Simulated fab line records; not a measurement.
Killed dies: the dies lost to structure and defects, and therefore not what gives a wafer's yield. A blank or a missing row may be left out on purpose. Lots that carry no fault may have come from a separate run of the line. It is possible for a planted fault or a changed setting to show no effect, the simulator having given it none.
Which tool did it? -- flow gf180mcu -- 17 wafers from 6 lots sampled at 3 of the route's 602 steps

## WHAT THE GAUGES READ, wafer by wafer
GF_M2_RS_MEAS_05: a four-point-probe measurement.
lot,measured,on,M2_ALCU_RS (ohm/sq)
L980,day 19 03:41,film-metro-03,0.0690 0.0699 0.0698
L985,day 20 07:58,film-metro-02,0.0700 0.0692 0.0692
L987,day 21 07:03,film-metro-04,0.0690 0.0687 0.0688
L993,day 23 09:50,film-metro-04,0.1096 0.0705
L999,day 25 11:06,film-metro-04,0.0698 0.0693 0.0700
L102,day 26 05:24,film-metro-04,0.0686 0.0691 0.0690

## WHICH TOOL RAN EACH LOT (tool, then ch and the chambers of the sampled wafers, then the start)
lot,GF_M2_SPUTTER_01,GF_M2_SPUTTER_02
L980,"pvd-sputter-04, day 19 03:32","pvd-sputter-04, day 19 03:34"
L985,"pvd-sputter-02, day 20 07:50","pvd-sputter-02, day 20 07:52"
L987,"pvd-sputter-02, day 21 06:56","pvd-sputter-02, day 21 06:58"
L993,"pvd-sputter-04, day 23 09:40","pvd-sputter-04, day 23 09:42"
L999,"pvd-sputter-02, day 25 10:59","pvd-sputter-02, day 25 11:01"
L102,"pvd-sputter-03, day 26 05:14","pvd-sputter-03, day 26 05:16"
- GF_M2_SPUTTER_01: material TiN, target thk 30 nm, time 25 s.
- GF_M2_SPUTTER_02: material AlCu, target thk 450 nm, time 23.9 s.

## THE ANSWER, worked out from the rows above alone
Rule: usual is defined by the lots themselves. The widest of any qualifying gaps counts: lots, ordered by their means at a reading, are off when they make up no more than a third of the lots, leave a main group of 4 or more, and stand apart from it by 3 or more times the standard deviation of that group's means. The tables above print the reading to a certain number of digits; a main group whose means all agree to those digits is not used. A lot without any number at a reading at which 4 lots or more have one is off too. All remaining lots with rows at the step are treated as sound.
Off: L993, seen at GF_M2_RS_MEAS_05 (M2_ALCU_RS). Mean 0.0693 ohm/sq and standard deviation 0.00036 in the main group.
A tool fits if, at a process step before that reading, it ran every lot that is off, and no sound lot after the first of them. Those tools and the gauges at GF_M2_RS_MEAS_05 are tried in the same way. One fits: GF_M2_SPUTTER_01 and GF_M2_SPUTTER_02 on pvd-sputter-04. At GF_M2_SPUTTER_01 its last sound lot is L980 (day 19 03:32), its first lot that is off L993 (day 23 09:40): a fault that began between those two fits.

## WHAT THE SIMULATOR HAD PUT IN
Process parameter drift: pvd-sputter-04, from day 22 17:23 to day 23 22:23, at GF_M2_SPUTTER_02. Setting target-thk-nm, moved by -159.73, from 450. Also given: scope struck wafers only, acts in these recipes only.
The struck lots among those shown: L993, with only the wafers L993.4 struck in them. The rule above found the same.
